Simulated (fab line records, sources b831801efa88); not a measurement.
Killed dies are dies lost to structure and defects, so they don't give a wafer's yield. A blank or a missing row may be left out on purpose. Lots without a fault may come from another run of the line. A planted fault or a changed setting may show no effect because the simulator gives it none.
Problem report in the 8D (eight disciplines) form, filled by code | flow gf180mcu | the parts of the form that need people (team, actions taken, sign-off) are left out

1. THE PROBLEM
CONTACT_CVD_02_THK at GF_CONTACT_THK_MEAS_03 reads a mean of 541 nm on 1 wafer of 1 lot; wafers without a fault read 860 nm with a standard deviation of 12. That is -27 standard deviations from the usual mean.
First seen on wafer L165.1, day 18 11:32, on film_metro-02. The record holds 33 wafers of 11 lots with a number at this step. Rule for "out", or "out of limits": more than 4 standard deviations from the usual mean. The other wafers with a number count as sound.

2. WHAT IT IS AND WHAT IT IS NOT
question                    | is                 | is not
which readings at this step | CONTACT_CVD_02_THK | -
which lots                  | L165               | L157, L158, L162, L167, L168, L173, L174, L175, L176, L177
which wafers of those lots  | L165.1             | L165.4, L165.6
read on which gauges        | film_metro-02      | film_metro-03, film_metro-04
when                        | from day 18 11:32  | up to then (11 sound wafers); but 21 sound wafers of L167, L168, L173, L174, L175, L176, L177 came after

3. SUSPECTS, AND WHAT RULES EACH OUT
Counting: a tool at a process step up to the reading stays a suspect if it ran every lot that is out. Sound lots after the first of them don't rule it out here, since some wafers of a struck lot are sound.
- the gauge at GF_CONTACT_THK_MEAS_03: ruled out. All the wafers that are out were read on film_metro-02, but those of them that GF_CONTACT_CMP_04 has rows for are out there too, on other tools.
- pecvd-03 at GF_CONTACT_CVD_02 (deposits SiO2 from TEOS, target thk 860 nm, time 95.992 s): kept. It ran the lot that is out, L165 (day 18 11:26); its last sound lot up to then is L157 (day 15 12:14).
Left after counting: pecvd-03 at GF_CONTACT_CVD_02.

4. THE CAUSE (what the simulator had put in)
Process parameter drift: pecvd-03, from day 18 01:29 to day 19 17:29, at GF_CONTACT_CVD_02. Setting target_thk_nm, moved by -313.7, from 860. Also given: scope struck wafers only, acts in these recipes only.
Counting left only this tool.

5. THE CHAIN OF EFFECTS, in route order
Each row: a reading whose mean over the struck wafers that have a number lies more than 3 standard deviations from the usual. Only readings for which the record gives a usual standard deviation are gone through. hours: the time from each lot's start at the first step in this table that gives one to its start at this step, as a median over the lots. sigmas: the change in usual standard deviations.
hours | step                   | reading            | usual  | on struck wafers | change | sigmas
0     | GF_CONTACT_THK_MEAS_03 | CONTACT_CVD_02_THK | 860 nm | 541              | -319   | -27
0     | GF_CONTACT_CMP_04      | time_to_endpoint_s | 111 s  | 69               | -42    | -7.8
The process steps in it:
- GF_CONTACT_CMP_04: polishes SiO2.

6. WHAT WOULD HAVE CAUGHT IT SOONER
In this record the first reading out of limits at a measuring or inspecting step was taken at day 18 11:32, 10 hours after the fault began at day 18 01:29.
Of the tool readings at GF_CONTACT_CVD_02 for which the record gives a usual standard deviation, none was out on any struck wafer, so an alarm limit of 4 standard deviations on them would not have fired.
All the lots that are out (1) had begun GF_CONTACT_CVD_02 on pecvd-03 by day 18 11:32. A hold on the tool at that time would have spared none of them.
